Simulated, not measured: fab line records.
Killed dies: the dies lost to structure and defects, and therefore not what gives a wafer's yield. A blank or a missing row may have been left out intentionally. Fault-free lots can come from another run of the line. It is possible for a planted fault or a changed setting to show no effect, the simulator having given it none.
Matching of chambers -- flow gf180mcu -- cmp-01 running GF_CONTACT_CMP_27: 4 sister chambers
The step polishes, stops on SiO2, t overpolish 15 s, target thk 0 nm. 4 wafers are shown with their chamber, then 12 later ones without.

## WAFERS PAIRED WITH THEIR CHAMBERS
wafer,chamber,motorCurrentA (A)
L085.6,3,11.7
L090.2,2,10.8
L090.5,1,9.9
L090.6,0,11.5

## WAFERS WHOSE CHAMBER IS MISSING
wafer,motorCurrentA (A)
L091.1,10.0
L091.2,11.0
L091.6,12.5
L092.4,10.7
L092.5,11.8
L092.6,10.0
L094.2,12.0
L094.4,11.0
L094.6,11.8
L096.4,10.9
L096.5,9.7
L096.6,11.3

## THE CHAMBER EACH PASSED THROUGH
wafer,from the rows above,in truth
L091.1,1,1
L091.2,can't be placed: 2 or 0 or 3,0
L091.6,can't be placed: 3 or 0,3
L092.4,2,2
L092.5,can't be placed: 3 or 0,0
L092.6,1,1
L094.2,can't be placed: 3 or 0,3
L094.4,can't be placed: 2 or 0 or 3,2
L094.6,can't be placed: 3 or 0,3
L096.4,can't be placed: 2 or 0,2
L096.5,1,1
L096.6,can't be placed: 0 or 3 or 2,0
Placed correctly: 4 of 12. From these rows, 8 cannot be placed; in 8 the true chamber is one of the candidates. Number placed wrongly: 0.
How it was worked out, from the rows above alone: a wafer's distance from a chamber is the root of the sum, over the readings, of the square of ((its reading less the chamber's mean) divided by the reading's scatter). If the next closest chamber is less than 2 further off than the closest, the wafer can't be placed; otherwise it belongs to the closest. The mean given for a chamber averages the wafers shown for that chamber. The scatter: root of mean squared gap, hidden wafer to nearest shown wafer, with one shown wafer a chamber.
